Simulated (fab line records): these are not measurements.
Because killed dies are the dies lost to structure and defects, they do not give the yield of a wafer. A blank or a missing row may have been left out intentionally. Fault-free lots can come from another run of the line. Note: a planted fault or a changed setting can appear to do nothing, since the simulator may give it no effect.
fab line records    flow sfq-line
record: lots: 15  wafers: 44  last-day: 92
route steps=325 shown M5@206
lots that met no fault: from a run of the same line without faults
start-h: hours from the record's first day to the start of the lot's first wafer shown    wait-h: how many hours have passed since the lot's step before this one    " identical to the entry in the row above    L1.1+2: several wafers, shown together as one row    - either no value or no given start    * or withheld: withheld    < > ~ a bound
route shown NAME@n: NAME is a module with steps in the file, n the number in the route of the first one    usual: mean and standard deviation over wafers with no fault    same: alike in all rows    chamber/n: place in a boat    sites: readings site by site    _std_site: the standard deviation of these    _edge_site: the outer-site mean with the inner-site mean subtracted    radius-mm: how far each site lies from the wafer's centre    mask NAME#n: copy n    behind: tool/chamber where the wafer was last shaped    hold: cause of the lot's hold/its duration in hours/its outcome    device: whichever transistor did not switch (one of n, p or np)    end of line: the tests these same wafers got at the end of their route    a step without rows: its recipe alone    killed: dies that structure and defects cost at the first sort, which is not the same as the wafer's yield    map: a wafer's dies, marking killed ones x, the rest . and places with no die _
set.NAME: the run value of the setting; set.NAME@STEP: its run value at that earlier step    model.NAME: the simulator's own value behind a step, which no gauge read
route steps across a sampled set of lots; one table per step, one row per wafer
services: from which hour (start-h, from the record's first day; less than 0 if before it) a tool's chamber was out of use, for how many hours, and why
== steps ==
step: SFQ_TRILAYER_M5_ETCH_METAL_ETCH_126
recipe: target: Nb  stop-on: SiO2  mask-material: PR  over-etch-frac: 0.15  time-s: 203.2  chemistry: Cl2/BCl3  target-depth-nm: 265  icp-w: 600  bias-w: 80  pressure-mtorr: 10
usual: drypump-motor-current-A: 6.0/0.49  oes-product-au: 0.729/0.0058  run-length-s: 231.25/0.25
lot.wafer  tool          chamber  start-h  wait-h  drypump-motor-current-A  oes-product-au  rf-hours-counter-h  run-length-s
L887.2     rie-metal-03  1        1208.81  0.0     5.7                      0.710           24                  231.23
L887.3     "             0        "        "       6.5                      0.723           -                   231.07
L887.4     "             1        "        "       5.8                      0.724           -                   231.30
L888.2     rie-metal-04  0        1545.40  0.0     6.4                      0.730           80                  231.09
L888.3     "             0        "        "       6.4                      0.734           -                   231.49
L888.5     "             1        "        "       5.2                      0.738           -                   231.02
L889.3     rie-metal-03  1        1547.86  0.1     5.7                      0.732           -                   230.81
L889.4     "             0        "        "       6.6                      0.729           -                   231.30
L889.6     "             0        "        "       6.6                      0.730           -                   231.02
L891.1     rie-metal-01  1        1567.00  0.0     6.1                      0.722           11                  231.42
L891.2     "             0        "        "       6.0                      0.732           46                  231.18
L891.6     "             0        "        "       5.9                      0.727           -                   231.32
L892.1     rie-metal-03  0        1568.26  0.1     6.6                      0.726           83                  231.15
L892.3     "             0        "        "       6.6                      0.725           -                   230.98
L892.5     "             0        "        "       6.6                      0.722           -                   231.01
L894.1     rie-metal-04  1        1587.40  0.0     5.2                      0.727           81                  230.93
L894.3     "             0        "        "       6.4                      0.721           -                   231.27
L894.4     "             1        "        "       5.2                      0.731           -                   231.19
L895.3     rie-metal-04  1        1591.16  0.1     5.1                      0.725           -                   230.83
L895.4     "             0        "        "       6.4                      0.728           -                   231.32
L895.5     "             1        "        "       5.1                      0.727           -                   230.89
L896.3     rie-metal-01  1        1594.76  0.1     6.1                      0.737           -                   231.60
L896.4     "             0        "        "       6.0                      0.733           -                   231.14
L896.5     "             1        "        "       6.1                      0.724           -                   231.30
L897.2     rie-metal-04  0        1595.89  0.0     6.4                      0.724           89                  231.12
L897.3     "             1        "        "       5.1                      0.731           -                   231.35
L897.6     "             0        "        "       6.4                      0.727           -                   231.07
L898.1     rie-metal-04  1        1600.82  0.0     5.1                      0.734           84                  231.03
L898.3     "             1        "        "       5.2                      0.916           -                   190.95
L898.4     "             0        "        "       6.4                      0.737           -                   231.71
L900.1     rie-metal-04  0        1604.42  0.0     6.4                      0.716           90                  231.05
L900.3     "             0        "        "       6.4                      0.909           -                   191.40
L900.5     "             1        "        "       5.1                      0.736           -                   231.24
L899.3     rie-metal-04  1        1606.89  0.1     5.2                      0.908           -                   191.08
L899.6     "             1        "        "       5.2                      0.911           -                   191.22
L907.2     rie-metal-01  0        1734.25  0.0     5.9                      0.728           70                  231.52
L907.3     "             1        "        "       6.1                      0.740           -                   231.29
L907.4     "             0        "        "       6.0                      0.734           -                   231.33
L908.1     rie-metal-04  1        1739.05  0.0     5.2                      0.726           100                 231.08
L908.3     "             1        "        "       5.2                      0.722           -                   230.93
L908.4     "             0        "        "       6.4                      0.734           -                   231.29
L909.2     rie-metal-01  1        1749.85  0.0     6.1                      0.726           34                  231.62
L909.5     "             1        "        "       6.1                      0.730           -                   231.30
L909.6     "             0        "        "       5.9                      0.722           -                   231.39
== services ==
tool          chamber  start-h  hours  kind
rie-metal-04  -        1222.35  2.8    pm
rie-metal-01  0        1233.40  -      clean
rie-metal-01  0        1233.40  -      consumable-replace:focus-ring
rie-metal-01  0        1233.40  22.4   scheduled-down
rie-metal-01  0        1233.40  22.4   vent-cycle
rie-metal-04  1        1236.04  1.1    repair
rie-metal-03  -        1336.54  19.0   repair
rie-metal-03  0        1364.10  6.9    repair
rie-metal-01  1        1406.15  2.0    repair
rie-metal-01  0        1413.45  4.8    repair
rie-metal-04  -        1414.73  2.6    repair
rie-metal-04  -        1427.80  0.6    repair
rie-metal-01  1        1474.57  -      clean
rie-metal-01  1        1474.57  -      consumable-replace:focus-ring
rie-metal-01  1        1474.57  20.1   scheduled-down
rie-metal-01  1        1474.57  20.1   vent-cycle
rie-metal-01  -        1517.30  0.2    repair
rie-metal-04  -        1548.16  1.5    repair
rie-metal-03  0        1555.83  1.6    repair
rie-metal-03  1        1555.89  18.7   repair
== key ==
first-sign: step: SFQ_TRILAYER_M5_ETCH_METAL_ETCH_126  reading: run-length-s  direction: down  sigmas: 99+  usual: *  struck: *
effect: step: SFQ_TRILAYER_M5_ETCH_METAL_ETCH_126  reading: oes-product-au  direction: up  sigmas: 31  usual: 0.729  struck: 0.911
met-at SFQ_TRILAYER_M5_ETCH_METAL_ETCH_126
struck-lots L898,L899,L900
struck-wafers L898.3,L899.3,L899.6,L900.3
onset-between 1595.89 1600.82
fault: kind: process-parameter-drift  tool: rie-metal-04  chamber: -  onset-h: 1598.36  steps: SFQ_TRILAYER_M5_ETCH_METAL_ETCH_126  channel: time-s  offset: *  shape: step  end-h: 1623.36  scope: struck-wafers-only  acts-in: *  stated: *
